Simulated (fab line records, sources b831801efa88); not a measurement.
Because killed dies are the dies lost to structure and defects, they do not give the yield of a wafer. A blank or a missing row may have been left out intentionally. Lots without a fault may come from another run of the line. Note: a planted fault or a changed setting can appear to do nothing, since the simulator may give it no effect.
fab line records	flow sky130
record lots=5	wafers=15	last-day=52
route steps=708 shown GATE_OXIDE@198 POLY_GATE@204 RES_PROTECT@206 PAD_OPEN@708
lots with no fault: from the same line, run without faults
start-h: the number of hours between the record's first day and the start of the first shown wafer of the lot	wait-h: hours elapsed since this lot's preceding step	" repeats the value in the row above	L1.1+2: a row that stands for several wafers	- value missing, or start not given	* or withheld: withheld	< > ~ a bound
route shown NAME@n: names a module that has steps shown in the file, with the first one's number in the route	usual: mean/standard deviation taken from wafers without a fault	same: alike in all rows	chamber/n: place in a boat	sites: readings site by site	_std_site: the standard deviation of these	_edge_site: mean of outer sites minus mean of inner sites	radius-mm: how far each site lies from the wafer's centre	mask NAME#n: copy n	behind: the last tool/chamber to shape the wafer	hold: what put the lot on hold/how long, in hours/how the hold closed	device: the transistor (n, p or np) that didn't switch	end of line: at the end of the route, the tests of the same wafers	a step with no rows: only its recipe	killed: the dies lost at the first sort to structure and to defects; this is not the yield of the wafer	map: a wafer's dies, x killed, . not, _ none there
set.NAME: the setting as run; set.NAME@STEP: as run at that earlier step	model.NAME: the simulator's own value behind a step, which no gauge read
lots seen at some steps along the route; tables by step, rows by wafer
services: from which hour (start-h, from the record's first day; less than 0 if before it) a tool's chamber was out of use, for how many hours, and why
## steps
# step SKY_GATE_OXIDE_IMPLANT_11
# recipe species=B	energy-kev=10	dose-cm2=2.6e+12	tilt-deg=withheld
# step SKY_GATE_OXIDE_WET_ETCH_12
# recipe chemistry=dHF	target-depth-nm=16.8	dry=n2-spin	target=SiO2	dilution=100:1	temp-c=25	time-s=336
# step SKY_GATE_OXIDE_STRIP_13
# recipe chemistry=O2/N2	power-w=1400	pressure-mtorr=1500	platen-temp-c=withheld	o2-flow-sccm=3000	n2-flow-sccm=300	overash-fraction=0.5
# usual drypump-motor-current-A=5.93/0.24	oes-product-au=0.716/0.0046	strip-time-to-endpoint-s=14.18/0.041
lot.wafer	tool	chamber	start-h	wait-h	drypump-motor-current-A	oes-product-au	rf-hours-counter-h	strip-time-to-endpoint-s
L464.2	plasma-asher-02	0	265.40	0.0	5.97	0.719	57	14.24
L464.4	"	1	"	"	5.98	0.713	-	14.20
L464.5	"	1	"	"	5.99	0.713	-	14.23
L469.1	plasma-asher-01	1	304.63	0.0	6.04	0.715	18	14.25
L469.3	"	0	"	"	5.24	0.714	-	14.20
L469.5	"	0	"	"	5.23	0.720	-	14.22
L479.2	plasma-asher-03	1	370.78	0.0	6.16	0.713	53	14.19
L479.4	"	0	"	"	5.82	0.710	-	14.18
L479.5	"	1	"	"	6.17	0.718	-	14.13
L480.1	plasma-asher-02	1	583.90	0.0	6.00	0.715	15	14.19
L480.3	"	1	"	"	6.00	0.719	-	14.14
L480.5	"	0	"	"	5.97	0.716	-	14.17
L485.1	plasma-asher-03	0	585.63	0.0	5.83	0.706	74	14.22
L485.4	"	1	"	"	6.17	0.716	-	14.17
L485.6	"	0	"	"	5.83	0.715	-	14.17
# step SKY_GATE_OXIDE_TW_MEAS_14
# usual GATE_OXIDE_TW=223.1/2.2
lot.wafer	tool	chamber	start-h	wait-h	GATE_OXIDE_TW
L464.2	film-metro-01	-	265.51	0.1	220.6
L464.4	"	-	"	"	219.7
L464.5	"	-	"	"	221.1
L469.1	film-metro-03	-	304.73	0.1	226.4
L469.3	"	-	"	"	226.4
L469.5	"	-	"	"	226.9
L479.2	film-metro-02	-	370.89	0.1	222.4
L479.4	"	-	"	"	222.1
L479.5	"	-	"	"	223.2
L480.1	film-metro-01	-	584.00	0.1	222.6
L480.3	"	-	"	"	223.1
L480.5	"	-	"	"	222.3
L485.1	film-metro-03	-	585.73	0.1	227.7
L485.4	"	-	"	"	227.4
L485.6	"	-	"	"	227.3
# step SKY_GATE_OXIDE_CLEAN_15
# recipe chemistry=SC1/SC2	mix=1:4:20	temp-c=70	time-s=150	dry=n2-spin
# step SKY_GATE_OXIDE_OXIDATION_16
# recipe temp-c=800	ambient=O2	idle-temp-c=700	ramp-up-c-per-min=10	ramp-down-c-per-min=3	stabilise-s=600	purge-s=300	target-thk-a=35.7	ox-time-s=1915
# step SKY_POLY_GATE_CVD_00
# recipe material=poly-Si	target-thk-nm=180	temp-c=620	time-s=720	pressure-mtorr=200
# step SKY_POLY_GATE_THK_MEAS_01
# recipe reads=poly-Si_of_POLY_GATE_CVD_00
# usual POLY_GATE_CVD_00_THK=180.4/1.8
lot.wafer	tool	chamber	start-h	wait-h	POLY_GATE_CVD_00_THK[nm]
L464.2	film-metro-04	-	272.55	0.0	178.8
L464.4	"	-	"	"	180.5
L464.5	"	-	"	"	178.5
L469.1	film-metro-02	-	307.66	0.0	180.0
L469.3	"	-	"	"	181.3
L469.5	"	-	"	"	181.2
L479.2	film-metro-02	-	378.94	0.0	180.3
L479.4	"	-	"	"	180.9
L479.5	"	-	"	"	180.5
L480.1	film-metro-04	-	587.51	0.0	182.6
L480.3	"	-	"	"	182.7
L480.5	"	-	"	"	180.2
L485.1	film-metro-04	-	589.91	0.0	180.2
L485.4	"	-	"	"	180.6
L485.6	"	-	"	"	180.6
# step SKY_RES_PROTECT_DEHYDRATE_00
# recipe temp-c=200	time-s=60
# step SKY_RES_PROTECT_HMDS_01
# recipe prime-time-s=60	prime-temp-c=120
# step SKY_RES_PROTECT_COAT_02
# recipe resist=NOVOLAK	spin-rpm=3000	resist-thk-nm=1140
# step SKY_RES_PROTECT_SOFTBAKE_03
# recipe temp-c=90	time-s=60	resist=NOVOLAK
# step SKY_RES_PROTECT_EXPOSE_04
# recipe mask-id=RPM	na=0.6	source-shape=conventional	sigma-outer=0.6	polarization=unpolarized	target-cd-nm=1270	dose-mj=131
# usual exposure-dose-mJ-cm2=130.99/0.16	reticle-temp-C=23.00/0.1
lot.wafer	tool	chamber	start-h	wait-h	mask	exposure-dose-mJ-cm2	reticle-temp-C
L464.2	iline-stepper-02	0	283.68	-	RPM#0	131.05	23.13
L464.4	"	0	"	"	RPM#0	130.85	23.16
L464.5	"	0	"	"	RPM#0	130.88	23.05
L469.1	iline-stepper-01	0	320.33	-	NTM#0	131.15	23.08
L469.3	"	0	"	"	NTM#0	131.10	22.98
L469.5	"	0	"	"	NTM#0	131.10	22.94
L479.2	iline-stepper-01	0	392.38	-	RPM#0	131.00	22.91
L479.4	"	0	"	"	RPM#0	131.07	22.97
L479.5	"	0	"	"	RPM#0	130.84	23.01
L480.1	iline-stepper-01	0	600.76	-	RPM#0	131.36	23.09
L480.3	"	0	"	"	RPM#0	131.33	23.09
L480.5	"	0	"	"	RPM#0	131.17	23.05
L485.1	iline-stepper-02	0	603.15	-	RPM#0	131.08	22.95
L485.4	"	0	"	"	RPM#0	131.07	22.96
L485.6	"	0	"	"	RPM#0	130.97	23.04
# step SKY_RES_PROTECT_PEB_05
# recipe temp-c=withheld	time-s=*	resist=NOVOLAK
# step SKY_RES_PROTECT_DEVELOP_06
# recipe resist=NOVOLAK	developer=TMAH	develop-time-s=60	dev-temp-c=23
# step SKY_POLY_GATE_IMPLANT_02
# recipe species=P	energy-kev=30	dose-cm2=7.7e+15	tilt-deg=0
# step SKY_RES_PROTECT_STRIP_07
# recipe chemistry=O2/N2	power-w=1400	pressure-mtorr=1500	platen-temp-c=withheld	o2-flow-sccm=3000	n2-flow-sccm=300	overash-fraction=0.5
# usual drypump-motor-current-A=5.8/0.32	oes-product-au=0.518/0.0049	strip-time-to-endpoint-s=23.31/0.038
lot.wafer	tool	chamber	start-h	wait-h	drypump-motor-current-A	oes-product-au	rf-hours-counter-h	strip-time-to-endpoint-s
L464.2	plasma-asher-02	1	295.41	0.1	6.0	0.516	60	23.25
L464.4	"	0	"	"	6.0	0.521	-	23.31
L464.5	"	0	"	"	6.0	0.522	-	23.25
L469.1	plasma-asher-01	0	332.69	0.1	5.2	0.520	20	23.27
L469.3	"	0	"	"	5.2	0.525	-	23.32
L469.5	"	1	"	"	6.0	0.517	-	23.25
L479.2	plasma-asher-02	0	407.21	0.1	6.0	0.517	70	23.42
L479.4	"	1	"	"	6.0	0.511	-	23.36
L479.5	"	0	"	"	6.0	0.513	-	23.33
L480.1	plasma-asher-02	0	614.98	0.1	6.0	0.518	19	23.32
L480.3	"	0	"	"	6.0	0.514	-	23.32
L480.5	"	1	"	"	6.0	0.513	-	23.31
L485.1	plasma-asher-02	0	617.76	0.1	6.0	0.525	19	23.30
L485.4	"	1	"	"	6.0	0.527	-	23.33
L485.6	"	0	"	"	6.0	0.524	-	23.29
# step SKY_RES_PROTECT_TW_MEAS_08
# usual POLY_GATE_TW=4028/38
lot.wafer	tool	chamber	start-h	wait-h	POLY_GATE_TW
L464.2	film-metro-03	-	295.52	0.1	4078
L464.4	"	-	"	"	4084
L464.5	"	-	"	"	4086
L469.1	film-metro-04	-	332.79	0.1	30
L469.3	"	-	"	"	30
L469.5	"	-	"	"	30
L479.2	film-metro-04	-	407.32	0.1	3963
L479.4	"	-	"	"	3971
L479.5	"	-	"	"	3974
L480.1	film-metro-02	-	615.08	0.1	4026
L480.3	"	-	"	"	4033
L480.5	"	-	"	"	4023
L485.1	film-metro-02	-	617.86	0.1	4005
L485.4	"	-	"	"	4004
L485.6	"	-	"	"	4032
# step SKY_RES_PROTECT_CLEAN_09
# recipe chemistry=SC1/SC2	mix=1:4:20	temp-c=70	time-s=150	dry=n2-spin
# step SKY_PAD_OPEN_PROBE_99
# usual killed_at_M0_to_M3=43/7	killed_at_M4_up=2.7/1.6	killed-at-contacts=24/5.3	killed-at-front-end=16/4.6	killed-at-other=0.3/0.53	killed-dies=86/9.3	killed-open=47/6.9	killed-short=38/6.1
# same gross-dies=492	killed-at-back-side=0
lot.wafer	tool	chamber	start-h	wait-h	killed_at_M0_to_M3	killed_at_M4_up	killed-at-contacts	killed-at-front-end	killed-at-other	killed-dies	killed-open	killed-short
L464.2	prober-01	-	1042.06	0.1	53	5	23	16	1	98	68	30
L464.4	prober-01	-	1042.16	0.2	38	1	24	23	0	86	51	35
L464.5	prober-01	-	1042.21	0.2	42	1	30	28	0	101	55	45
L469.1	prober-02	-	1069.51	0.1	48	1	25	12	0	86	55	31
L469.3	prober-02	-	1069.61	0.2	40	2	15	21	0	78	44	34
L469.5	prober-02	-	1069.71	0.2	34	4	24	9	0	71	37	34
L479.2	prober-02	-	1116.76	0.1	51	3	26	17	0	97	57	39
L479.4	prober-02	-	1116.86	0.2	54	3	21	18	0	96	45	51
L479.5	prober-02	-	1116.91	0.2	36	1	32	20	0	89	55	34
L485.1	prober-02	-	1243.06	0.4	54	2	27	18	1	102	43	59
L485.4	prober-02	-	1243.21	0.5	40	4	20	22	1	87	43	44
L485.6	prober-02	-	1243.31	0.6	47	2	21	20	1	91	55	36
# killed by level:class
L464.2 VIA1:geometric-particle:open=16 VIA2:geometric-particle:open=12 LI_CONTACT:geometric-particle:open=9 FIELD_ISO:geometric-particle:open=8 CONTACT:geometric-particle:open=7 METAL2:geometric-particle:short=5 VIA3:geometric-particle:open=4 METAL1:geometric-particle:short=4
L464.4 VIA1:geometric-particle:open=11 CONTACT:geometric-particle:open=9 POLY_GATE:geometric-particle:short=9 POLY_GATE:geometric-particle:open=7 VIA2:geometric-particle:open=7 METAL3:geometric-particle:short=4 LI_CONTACT:geometric-particle:open=4 CONTACT:geometric-particle:short=4
L464.5 FIELD_ISO:geometric-particle:short=11 CONTACT:geometric-particle:open=11 VIA1:geometric-particle:open=11 LI_CONTACT:geometric-particle:open=9 FIELD_ISO:geometric-particle:open=8 VIA1:geometric-particle:short=6 METAL2:geometric-particle:short=5 VIA3:geometric-particle:open=5
L469.1 VIA2:geometric-particle:open=11 VIA1:geometric-particle:open=9 CONTACT:geometric-particle:open=9 LI_CONTACT:geometric-particle:open=7 METAL1:geometric-particle:short=7 VIA3:geometric-particle:open=6 CONTACT:geometric-particle:short=5 FIELD_ISO:geometric-particle:open=4
L469.3 VIA1:geometric-particle:open=14 POLY_GATE:geometric-particle:open=8 VIA3:geometric-particle:short=6 FIELD_ISO:geometric-particle:short=5 VIA3:geometric-particle:open=4 CONTACT:geometric-particle:open=4 VIA2:geometric-particle:open=4 VIA2:geometric-particle:short=4
L469.5 CONTACT:geometric-particle:open=10 VIA1:geometric-particle:open=8 LI_CONTACT:geometric-particle:open=7 VIA3:geometric-particle:short=7 METAL1:geometric-particle:short=5 METAL2:geometric-particle:short=5 LI_CONTACT:geometric-particle:short=4 METAL4:geometric-particle:short=3
L479.2 VIA1:geometric-particle:open=15 CONTACT:geometric-particle:open=13 VIA2:geometric-particle:open=8 LI_CONTACT:geometric-particle:open=6 METAL1:geometric-particle:short=6 VIA1:geometric-particle:short=6 FIELD_ISO:geometric-particle:short=4 POLY_GATE:geometric-particle:open=4
L479.4 VIA1:geometric-particle:short=12 VIA1:geometric-particle:open=10 VIA2:geometric-particle:open=10 FIELD_ISO:geometric-particle:short=8 LOCAL_INTERCONNECT:geometric-particle:short=5 VIA3:geometric-particle:open=5 LI_CONTACT:geometric-particle:open=4 CONTACT:geometric-particle:short=4
L479.5 CONTACT:geometric-particle:open=13 VIA1:geometric-particle:open=13 LI_CONTACT:geometric-particle:open=10 POLY_GATE:geometric-particle:short=5 LOCAL_INTERCONNECT:geometric-particle:short=5 POLY_GATE:geometric-particle:open=4 VIA2:geometric-particle:open=4 METAL1:geometric-particle:short=3
L485.1 CONTACT:geometric-particle:open=15 VIA1:geometric-particle:open=12 METAL2:geometric-particle:short=10 FIELD_ISO:geometric-particle:short=7 VIA1:geometric-particle:short=6 LOCAL_INTERCONNECT:geometric-particle:short=5 VIA3:geometric-particle:short=5 METAL3:geometric-particle:short=5
L485.4 VIA1:geometric-particle:open=10 CONTACT:geometric-particle:open=9 FIELD_ISO:geometric-particle:short=6 VIA2:geometric-particle:open=6 POLY_GATE:geometric-particle:short=5 FIELD_ISO:geometric-particle:open=4 METAL2:geometric-particle:short=4 METAL4:geometric-particle:short=4
L485.6 CONTACT:geometric-particle:open=13 VIA1:geometric-particle:open=13 METAL2:geometric-particle:short=13 VIA2:geometric-particle:open=8 FIELD_ISO:geometric-particle:open=6 POLY_GATE:geometric-particle:short=5 VIA3:geometric-particle:open=4 LOCAL_INTERCONNECT:geometric-particle:short=3
## services
tool	chamber	start-h	hours	kind
iline-stepper-02	-	245.26	1.7	pm
plasma-asher-03	-	277.60	1.3	repair
plasma-asher-01	-	289.19	3.2	repair
plasma-asher-02	-	297.63	0.9	repair
iline-stepper-01	-	302.33	2.1	pm
iline-stepper-02	-	304.62	2.2	repair
plasma-asher-01	-	309.74	2.8	pm
plasma-asher-01	-	325.94	1.8	repair
plasma-asher-02	-	337.01	1.3	repair
iline-stepper-01	-	338.50	5.1	repair
plasma-asher-02	-	352.14	0.8	repair
plasma-asher-03	-	390.26	0.9	repair
iline-stepper-01	-	394.89	1.7	pm
plasma-asher-03	-	397.59	0.5	repair
plasma-asher-01	-	397.89	1.1	repair
iline-stepper-01	-	415.98	2.8	repair
plasma-asher-02	-	421.25	9.0	pm
iline-stepper-02	-	463.50	1.7	pm
iline-stepper-02	-	465.59	1.6	repair
iline-stepper-01	-	503.62	21.8	repair
iline-stepper-01	-	525.39	4.3	pm
plasma-asher-02	-	540.70	2.6	repair
iline-stepper-01	-	589.28	0.6	repair
iline-stepper-01	-	613.07	1.7	pm
## key
first-sign step=SKY_RES_PROTECT_EXPOSE_04	reading=mask	direction=changed
effect step=SKY_RES_PROTECT_TW_MEAS_08	reading=POLY_GATE_TW	direction=down	sigmas=99+	usual=4028	struck=30
met-at SKY_RES_PROTECT_EXPOSE_04
struck-wafers L469.1,L469.3,L469.5
tester-left-out L469
fault kind=wrong-mask	tool=any	chamber=-	onset-h=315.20	steps=SKY_RES_PROTECT_EXPOSE_04	aux-copy=NTM#0	scope=struck-lots-only
# tester-left-out: of these lots the tester's yield and bins aren't shown, on N5 and GAA mostly nor the transistor test; their killed dies are dies lost to structure and defects alone, not to doping, threshold or leakage, so they don't give the yield
